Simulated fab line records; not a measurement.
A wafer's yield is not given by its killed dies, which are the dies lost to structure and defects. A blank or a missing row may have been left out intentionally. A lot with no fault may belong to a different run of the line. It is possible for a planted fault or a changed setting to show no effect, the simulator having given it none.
fab line records    flow sky130
[record] lots = 12  wafers = 36  lastDay = 50
route steps=708 shown FIELD_ISO@9 LI_CONTACT@381 LOCAL_INTERCONNECT@402 CONTACT@409 PAD_OPEN@708
lots with no fault: from the same line, run without faults
startH: start of the lot's first displayed wafer, in hours after the record's first day    waitH: hours from the lot's prior step to this one    " repeats the value in the row above    L1.1+2: several wafers, shown together as one row    - value missing, or start not given    * or withheld: withheld    < > ~ a bound
route shown NAME@n: a module of which the file shows steps, and the number in the route of the first    usual: mean and standard deviation over wafers with no fault    same: alike in all rows    chamber/n: place in a boat    sites: readings site by site    _std_site: standard deviation of those values    _edge_site: outer sites' mean less inner sites'    radiusMm: how far each site lies from the wafer's centre    mask NAME#n: copy n    behind: tool/chamber where the wafer was last shaped    hold: the reason the lot was held/the length of the hold in hours/how it ended    device: the transistor (n, p or np) that didn't switch    end of line: at the end of the route, the tests of the same wafers    step lacking rows: just its recipe    killed: dies that structure and defects cost at the first sort, which is not the same as the wafer's yield    map: the dies of a wafer, with x for killed, . for not killed, _ for no die there
set.NAME: the setting that was run; set.NAME@STEP: the one run at that earlier step    model.NAME: the simulator's own value behind a step, which no gauge read
the route's steps for a sample of lots (tables are steps, rows are wafers)
services: from which hour (startH, from the record's first day; less than 0 if before it) a tool's chamber was out of use, for how many hours, and why
[[steps]]
[step SKY_FIELD_ISO_COAT_08]
[recipe] resist = KrF-thick  spinRpm = 3000  resistThkNm = 450
[usual] chillPlateTempC = 23.01/0.11  resistLineTempC = 22.98/0.1
lot.wafer  tool           chamber  startH  waitH  chillPlateTempC  resistLineTempC
L206.2     lithoTrack-02  0        35      -      22.85            23.09
L206.3     "              0        "       "      23.02            22.97
L206.4     "              0        "       "      22.99            22.97
L207.1     lithoTrack-01  0        36      -      23.10            23.06
L207.5     "              0        "       "      23.08            23.13
L207.6     "              0        "       "      22.96            22.87
L208.4     lithoTrack-04  0        36      -      22.97            23.00
L208.5     "              0        "       "      23.01            22.98
L208.6     "              0        "       "      23.11            22.87
L210.1     lithoTrack-02  0        43      -      23.03            23.03
L210.2     "              0        "       "      23.01            23.18
L210.3     "              0        "       "      22.91            23.03
L213.1     lithoTrack-04  0        56      -      23.02            23.09
L213.3     "              0        "       "      22.98            23.14
L213.6     "              0        "       "      22.91            23.11
L214.1     lithoTrack-04  0        64      -      22.90            23.15
L214.4     "              0        "       "      22.75            22.96
L214.5     "              0        "       "      22.95            23.02
L216.3     lithoTrack-04  0        73      -      22.92            22.80
L216.4     "              0        "       "      23.00            22.95
L216.5     "              0        "       "      22.93            22.88
L217.2     lithoTrack-04  0        78      -      22.97            23.04
L217.4     "              0        "       "      23.09            23.03
L217.6     "              0        "       "      23.05            23.06
L220.4     lithoTrack-02  0        91      -      22.96            23.04
L220.5     "              0        "       "      22.84            22.85
L220.6     "              0        "       "      22.92            22.96
L222.1     lithoTrack-02  0        103     -      22.92            22.98
L222.2     "              0        "       "      23.11            22.93
L222.5     "              0        "       "      22.99            22.85
L226.2     lithoTrack-01  0        124     -      22.86            22.80
L226.4     "              0        "       "      23.20            22.87
L226.6     "              0        "       "      22.84            23.01
L229.1     lithoTrack-01  0        141     -      23.07            22.86
L229.2     "              0        "       "      23.17            23.10
L229.4     "              0        "       "      22.95            23.00
[step SKY_FIELD_ISO_STRIP_16]
[recipe] chemistry = O2/N2  powerW = 1400  pressureMtorr = 1500  platenTempC = withheld  o2FlowSccm = 3000  n2FlowSccm = 300  overashFraction = 0.5
[usual] drypumpMotorCurrentA = 5.5/0.56  oesProductAu = 0.376/0.0055  stripTimeToEndpointS = 3.52/0.048
lot.wafer  tool            chamber  startH  waitH  drypumpMotorCurrentA  oesProductAu  rfHoursCounterH  stripTimeToEndpointS
L206.2     plasmaAsher-02  1        44.64   0.0    5.6                   0.381         35               3.51
L206.3     "               1        "       "      5.6                   0.382         -                3.50
L206.4     "               0        "       "      4.9                   0.363         -                3.45
L208.4     plasmaAsher-01  1        45.03   0.1    5.5                   0.374         -                3.53
L208.5     "               1        "       "      5.5                   0.378         -                3.50
L208.6     "               0        "       "      6.6                   0.374         -                3.50
L207.1     plasmaAsher-03  1        45.17   0.0    5.1                   0.379         24               3.57
L207.5     "               1        "       "      5.1                   0.377         -                3.56
L207.6     "               0        "       "      6.1                   0.373         -                3.60
L210.1     plasmaAsher-02  0        52.76   0.0    4.9                   0.382         36               3.51
L210.2     "               1        "       "      5.5                   0.372         36               3.49
L210.3     "               0        "       "      4.9                   0.378         -                3.53
L213.1     plasmaAsher-01  1        64.96   0.0    5.5                   0.370         38               3.46
L213.3     "               0        "       "      6.6                   0.382         -                3.51
L213.6     "               0        "       "      6.6                   0.367         -                3.50
L214.1     plasmaAsher-03  0        72.54   0.0    6.1                   0.390         27               3.95
L214.4     "               1        "       "      5.1                   0.397         -                3.97
L214.5     "               0        "       "      6.1                   0.392         -                3.96
L216.3     plasmaAsher-01  1        83.38   0.1    5.5                   0.395         -                3.87
L216.4     "               0        "       "      6.6                   0.406         -                3.98
L216.5     "               1        "       "      5.5                   0.394         -                3.93
L217.2     plasmaAsher-02  1        87.10   0.0    5.6                   0.398         39               3.91
L217.4     "               0        "       "      4.9                   0.394         -                3.95
L217.6     "               0        "       "      4.9                   0.393         -                3.90
L220.4     plasmaAsher-03  0        100.73  0.1    6.1                   0.370         -                3.45
L220.5     "               0        "       "      6.1                   0.370         -                3.46
L220.6     "               1        "       "      5.1                   0.368         -                3.49
L222.1     plasmaAsher-02  0        112.84  0.0    4.9                   0.378         42               3.55
L222.2     "               1        "       "      5.6                   0.378         42               3.52
L222.5     "               0        "       "      4.9                   0.379         -                3.61
L226.2     plasmaAsher-02  1        134.17  0.0    5.5                   0.383         44               3.49
L226.4     "               0        "       "      4.9                   0.379         -                3.57
L226.6     "               0        "       "      4.9                   0.371         -                3.55
L229.1     plasmaAsher-02  1        151.70  0.0    5.6                   0.377         46               3.50
L229.2     "               0        "       "      4.9                   0.377         46               3.50
L229.4     "               0        "       "      4.9                   0.376         -                3.64
[step SKY_LI_CONTACT_SPUTTER_19]
[recipe] material = Ti  targetThkNm = 20  chamberPressurePa = 5  powerW = 2500  substrateTempC = 200  timeS = 106.37
[usual] substrateTempC = 200.01/0.17  throttleValvePct = 30.5/1.5
lot.wafer  tool           chamber  startH  waitH  substrateTempC  throttleValvePct
L208.4     pvdSputter-04  -        700.06  0.0    200.00          31.6
L208.5     "              -        "       "      199.88          29.6
L208.6     "              -        "       "      200.04          28.2
L207.1     pvdSputter-01  -        701.26  0.0    200.02          31.4
L207.5     "              -        "       "      200.32          29.2
L207.6     "              -        "       "      200.16          33.4
L206.2     pvdSputter-04  -        702.41  0.0    200.16          30.2
L206.3     "              -        "       "      199.94          29.3
L206.4     "              -        "       "      199.91          31.2
L210.1     pvdSputter-04  -        710.95  0.0    199.77          30.0
L210.2     "              -        "       "      200.30          31.4
L210.3     "              -        "       "      199.85          28.1
L213.1     pvdSputter-04  -        737.70  0.0    200.31          29.4
L213.3     "              -        "       "      200.08          28.2
L213.6     "              -        "       "      200.22          28.1
L214.1     pvdSputter-04  -        748.66  0.0    200.41          29.6
L214.4     "              -        "       "      199.79          28.3
L214.5     "              -        "       "      199.91          28.4
L216.3     pvdSputter-03  -        763.26  0.0    200.21          30.2
L216.4     "              -        "       "      199.97          29.8
L216.5     "              -        "       "      199.89          30.2
L217.2     pvdSputter-01  -        764.41  0.0    200.00          29.5
L217.4     "              -        "       "      199.65          33.0
L217.6     "              -        "       "      199.80          33.0
L220.4     pvdSputter-01  -        793.95  0.0    199.96          33.5
L220.5     "              -        "       "      199.57          29.4
L220.6     "              -        "       "      199.82          33.0
L222.1     pvdSputter-01  -        800.66  0.0    200.42          33.0
L222.2     "              -        "       "      200.01          32.8
L222.5     "              -        "       "      199.95          33.0
L226.2     pvdSputter-01  -        847.14  0.0    200.14          33.2
L226.4     "              -        "       "      199.85          29.6
L226.6     "              -        "       "      199.88          32.9
L229.1     pvdSputter-03  -        857.81  0.0    199.86          29.7
L229.2     "              -        "       "      199.85          30.3
L229.4     "              -        "       "      200.34          29.7
[step SKY_LOCAL_INTERCONNECT_STRIP_15]
[recipe] chemistry = O2/N2  powerW = 1400  pressureMtorr = 1500  platenTempC = withheld  o2FlowSccm = 3000  n2FlowSccm = 300  overashFraction = 0.5
[usual] drypumpMotorCurrentA = 5.5/0.47  oesProductAu = 0.427/0.0049  stripTimeToEndpointS = 4.732/0.023
lot.wafer  tool            chamber  startH  waitH  drypumpMotorCurrentA  oesProductAu  rfHoursCounterH  stripTimeToEndpointS
L208.4     plasmaAsher-03  0        729.23  0.1    6.1                   0.430         -                4.700
L208.5     "               1        "       "      5.1                   0.425         -                4.723
L208.6     "               0        "       "      6.1                   0.419         -                4.728
L207.1     plasmaAsher-04  1        729.72  0.0    6.1                   0.423         107              4.729
L207.5     "               1        "       "      6.1                   0.424         -                4.731
L207.6     "               0        "       "      5.7                   0.432         -                4.715
L206.2     plasmaAsher-02  1        731.29  0.0    5.5                   0.422         25               4.748
L206.3     "               0        "       "      4.9                   0.429         -                4.752
L206.4     "               1        "       "      5.6                   0.425         -                4.715
L210.1     plasmaAsher-03  0        738.62  0.0    6.1                   0.425         90               4.725
L210.2     "               1        "       "      5.1                   0.414         90               4.721
L210.3     "               1        "       "      5.1                   0.427         -                4.729
L213.1     plasmaAsher-02  1        765.74  0.0    5.5                   0.428         29               4.758
L213.3     "               1        "       "      5.5                   0.429         -                4.761
L213.6     "               1        "       "      5.5                   0.427         -                4.749
L214.1     plasmaAsher-02  0        777.00  0.0    4.9                   0.423         30               4.764
L214.4     "               0        "       "      4.9                   0.427         -                4.785
L214.5     "               1        "       "      5.6                   0.422         -                4.761
L216.3     plasmaAsher-04  1        790.55  0.1    6.1                   0.423         -                4.752
L216.4     "               0        "       "      5.8                   0.431         -                4.751
L216.5     "               0        "       "      5.8                   0.426         -                4.733
L217.2     plasmaAsher-04  1        791.77  0.0    6.1                   0.420         5                4.781
L217.4     "               1        "       "      6.1                   0.423         -                4.765
L217.6     "               1        "       "      6.1                   0.422         -                4.768
L220.4     plasmaAsher-02  1        821.59  0.1    5.6                   0.421         -                4.734
L220.5     "               1        "       "      5.6                   0.421         -                4.717
L220.6     "               0        "       "      4.9                   0.430         -                4.738
L222.1     plasmaAsher-03  0        826.85  0.0    6.1                   0.429         98               4.696
L222.2     "               1        "       "      5.1                   0.428         98               4.730
L222.5     "               1        "       "      5.1                   0.431         -                4.688
L226.2     plasmaAsher-04  1        873.74  0.0    6.1                   0.427         13               4.701
L226.4     "               1        "       "      6.1                   0.426         -                4.726
L226.6     "               0        "       "      5.8                   0.431         -                4.742
L229.1     plasmaAsher-03  0        883.45  0.0    6.1                   0.424         104              4.671
L229.2     "               1        "       "      5.1                   0.438         104              4.739
L229.4     "               1        "       "      5.1                   0.424         -                4.665
[step SKY_CONTACT_THK_MEAS_03]
[recipe] reads = SiO2_of_CONTACT_HDPCVD_02
[usual] CONTACT_HDPCVD_THK = 564/6.8
lot.wafer  tool          chamber  startH  waitH  CONTACT_HDPCVD_THK[nm]
L208.4     filmMetro-02  -        730.02  0.0    558
L208.5     "             -        "       "      570
L208.6     "             -        "       "      576
L207.1     filmMetro-03  -        730.49  0.0    574
L207.5     "             -        "       "      582
L207.6     "             -        "       "      565
L206.2     filmMetro-01  -        732.06  0.0    559
L206.3     "             -        "       "      564
L206.4     "             -        "       "      557
L210.1     filmMetro-01  -        739.38  0.0    572
L210.2     "             -        "       "      569
L210.3     "             -        "       "      563
L213.1     filmMetro-01  -        766.53  0.0    561
L213.3     "             -        "       "      563
L213.6     "             -        "       "      564
L214.1     filmMetro-03  -        777.81  0.0    575
L214.4     "             -        "       "      569
L214.5     "             -        "       "      567
L216.3     filmMetro-03  -        791.44  0.1    559
L216.4     "             -        "       "      556
L216.5     "             -        "       "      565
L217.2     filmMetro-01  -        792.94  0.0    563
L217.4     "             -        "       "      558
L217.6     "             -        "       "      561
L220.4     filmMetro-03  -        822.38  0.0    562
L220.5     "             -        "       "      571
L220.6     "             -        "       "      548
L222.1     filmMetro-02  -        827.61  0.0    561
L222.2     "             -        "       "      561
L222.5     "             -        "       "      557
L226.2     filmMetro-01  -        874.54  0.0    557
L226.4     "             -        "       "      556
L226.6     "             -        "       "      556
L229.1     filmMetro-01  -        884.20  0.0    549
L229.2     "             -        "       "      561
L229.4     "             -        "       "      567
[step SKY_PAD_OPEN_PROBE_99]
[usual] killed_at_M0_to_M3 = 44/6.9  killed_at_M4_up = 3.3/2  killedAtContacts = 25/5.4  killedAtFrontEnd = 16/4.6  killedAtOther = 0.2/0.51  killedDies = 88/8.9  killedOpen = 48/6.8  killedShort = 39/5.8
[same] grossDies = 492  killedAtBackSide = 0
lot.wafer  tool       chamber  startH   waitH  killed_at_M0_to_M3  killed_at_M4_up  killedAtContacts  killedAtFrontEnd  killedAtOther  killedDies  killedOpen  killedShort
L216.3     prober-02  -        1138.24  0.2    32                  2                24                13                0              71          32          38
// killed by level:class
L216.3 POLY_GATE:geometricParticle:short=6 LI_CONTACT:geometricParticle:short=6 CONTACT:geometricParticle:open=6 VIA1:geometricParticle:open=5 VIA2:geometricParticle:open=5 LI_CONTACT:geometricParticle:open=4 LOCAL_INTERCONNECT:geometricParticle:short=4 METAL1:geometricParticle:short=4
[[services]]
tool            chamber  startH  hours  kind
pvdSputter-04   -        30.88   4.7    repair
pvdSputter-01   -        33.48   7.2    repair
plasmaAsher-02  -        80.18   3.2    repair
plasmaAsher-03  -        117.02  1.0    repair
pvdSputter-01   -        147.11  0.7    repair
plasmaAsher-02  -        171.39  3.0    repair
pvdSputter-01   -        173.43  8.7    repair
plasmaAsher-02  -        200.90  0.4    repair
pvdSputter-01   -        247.41  1.3    repair
pvdSputter-04   -        263.24  1.8    repair
plasmaAsher-02  -        421.25  9.0    pm
plasmaAsher-02  -        466.15  2.8    pm
plasmaAsher-02  -        484.95  15.1   pm
plasmaAsher-03  -        510.24  28.1   pm
plasmaAsher-03  -        542.06  0.7    repair
plasmaAsher-02  -        550.25  4.6    repair
plasmaAsher-03  -        586.73  3.1    repair
plasmaAsher-02  -        594.30  1.3    repair
plasmaAsher-02  -        615.83  28.1   pm
plasmaAsher-03  -        629.14  1.8    repair
plasmaAsher-03  -        654.65  7.1    repair
plasmaAsher-03  -        710.59  2.8    pm
plasmaAsher-03  -        807.09  1.6    repair
plasmaAsher-03  -        820.61  0.4    repair
[[key]]
[firstSign] step = SKY_FIELD_ISO_STRIP_16  reading = stripTimeToEndpointS  direction = up  sigmas = 8.6  usual = *  struck = *  through = *
[effect] step = SKY_FIELD_ISO_STRIP_16  reading = oesProductAu  direction = up  sigmas = 3.5  usual = 0.376  struck = 0.396  through = controlLoop
metAt SKY_FIELD_ISO_COAT_08
struckLots L214,L216,L217
testerLeftOut L214,L216,L217
[loopTrim] step = SKY_FIELD_ISO_EXPOSE_10  setting = dose  lots = L217
notActingAt SKY_LI_CONTACT_SPUTTER_19,SKY_LOCAL_INTERCONNECT_STRIP_15,SKY_CONTACT_THK_MEAS_03
onsetBetween 56 64
[fault] kind = processParameterDrift  tool = lithoTrack-04  chamber = -  onsetH = 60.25  steps = SKY_FIELD_ISO_COAT_08  channel = resistThkNm  offset = 35.781  shape = step  endH = 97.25  actsIn = theseRecipesOnly  stated = 450
// testerLeftOut: of these lots the tester's yield and bins aren't shown, on N5 and GAA mostly nor the transistor test; their killed dies are dies lost to structure and defects alone, not to doping, threshold or leakage, so they don't give the yield
// loopTrim: a control loop set the setting to another value than it would have without faults
